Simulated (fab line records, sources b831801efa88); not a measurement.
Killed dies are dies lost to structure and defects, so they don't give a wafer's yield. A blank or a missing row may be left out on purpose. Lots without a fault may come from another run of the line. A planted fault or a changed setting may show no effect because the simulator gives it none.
Tool commonality check | flow sfq_line | 14 lots, 42 wafers sampled

WHY IT WAS OPENED
At SFQ_JJ_RS_MEAS_929 the reading JJ_NB_RS is flagged on 2 of 14 lots. Wafers without a fault read 1.048 ohm/sq, standard deviation 0.012.
Rule: a lot is flagged when every wafer of it that has a number lies more than 4 standard deviations from that mean, or none has a number. The other lots count as sound.

lot  | measured     | on            | JJ_NB_RS (ohm/sq), wafer by wafer | flag
L873 | day 57 07:16 | film_metro-03 | 1.054 1.053 1.054                 |
L875 | day 58 18:40 | film_metro-03 | 1.063 1.054 1.065                 |
L877 | day 59 08:37 | film_metro-04 | 1.043 1.056 1.060                 |
L878 | day 59 15:49 | film_metro-01 | 1.040 1.056 1.054                 |
L880 | day 61 02:35 | film_metro-01 | 1.051 1.055 1.049                 |
L881 | day 61 04:13 | film_metro-03 | 1.048 1.044 1.059                 |
L882 | day 61 17:35 | film_metro-03 | 1.025 1.019 1.021                 |
L884 | day 62 15:55 | film_metro-03 | 1.043 1.051 1.040                 |
L885 | day 62 21:28 | film_metro-01 | 1.061 1.051 1.040                 |
L886 | day 63 00:52 | film_metro-03 | 1.036 1.033 1.050                 |
L889 | day 66 21:37 | film_metro-01 | 1.059 1.065 1.055                 |
L891 | day 67 06:03 | film_metro-03 | 0.719 0.720 0.723                 | FLAGGED
L892 | day 67 07:15 | film_metro-01 | 1.059 1.057 1.063                 |
L896 | day 68 12:17 | film_metro-01 | 0.721 0.723 0.724                 | FLAGGED
The numbers of the flagged lots are 0.722 ohm/sq on average: -0.326 ohm/sq against the usual, or -27 standard deviations.

WHICH TOOL RAN EACH LOT
The record holds 1 process step before the reading, out of a route of 325 steps. In each cell: the tool, then ch and the chambers that the sampled wafers went through, then the start.
lot  | flag    | SFQ_TRILAYER_JJ_TRILAYER_DEP_SPUTTER_112
L873 |         | pvd_sputter-06, day 57 07:11
L875 |         | pvd_sputter-04, day 58 18:34
L877 |         | pvd_sputter-03, day 59 08:31
L878 |         | pvd_sputter-03, day 59 15:44
L880 |         | pvd_sputter-04, day 61 02:31
L881 |         | pvd_sputter-03, day 61 04:08
L882 |         | pvd_sputter-06, day 61 17:28
L884 |         | pvd_sputter-06, day 62 15:47
L885 |         | pvd_sputter-03, day 62 21:23
L886 |         | pvd_sputter-03, day 63 00:47
L889 |         | pvd_sputter-04, day 66 21:32
L891 | FLAGGED | pvd_sputter-06, day 67 05:56
L892 |         | pvd_sputter-04, day 67 07:08
L896 | FLAGGED | pvd_sputter-06, day 68 12:12
What these steps do:
- SFQ_TRILAYER_JJ_TRILAYER_DEP_SPUTTER_112: material Nb, target thk 170 nm, time 113.3 s.
- SFQ_JJ_RS_MEAS_929: measures by four-point-probe.

FLAGGED OVER TOTAL, TOOL BY TOOL (the gauges that took the reading come last)
step                                     | tool           | lots run | flagged | share of the flagged lots | sound lots run after its first flagged lot
SFQ_TRILAYER_JJ_TRILAYER_DEP_SPUTTER_112 | pvd_sputter-03 | 5        | 0       | none                      | -
SFQ_TRILAYER_JJ_TRILAYER_DEP_SPUTTER_112 | pvd_sputter-04 | 4        | 0       | none                      | -
SFQ_TRILAYER_JJ_TRILAYER_DEP_SPUTTER_112 | pvd_sputter-06 | 5        | 2       | all                       | 0
SFQ_JJ_RS_MEAS_929                       | film_metro-01  | 6        | 1       | some                      | 0
SFQ_JJ_RS_MEAS_929                       | film_metro-03  | 7        | 1       | some                      | 0
SFQ_JJ_RS_MEAS_929                       | film_metro-04  | 1        | 0       | none                      | -

WHAT THE TABLE ALLOWS
1 row of the table ran every flagged lot: pvd_sputter-06 at SFQ_TRILAYER_JJ_TRILAYER_DEP_SPUTTER_112.
- pvd_sputter-06 at SFQ_TRILAYER_JJ_TRILAYER_DEP_SPUTTER_112: 2 of its 5 lots flagged. Its last sound lot is L884 (day 62 15:47), its first flagged lot L891 (day 67 05:56): a fault that began between those two fits.
One tool is left: pvd_sputter-06 at SFQ_TRILAYER_JJ_TRILAYER_DEP_SPUTTER_112.

WHAT THE SIMULATOR HAD PUT IN
Process parameter drift: pvd_sputter-06, from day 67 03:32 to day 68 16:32, at SFQ_TRILAYER_JJ_TRILAYER_DEP_SPUTTER_112. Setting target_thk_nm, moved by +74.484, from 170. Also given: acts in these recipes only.
Lots struck among those shown: L891, L896. The rule above found the same.
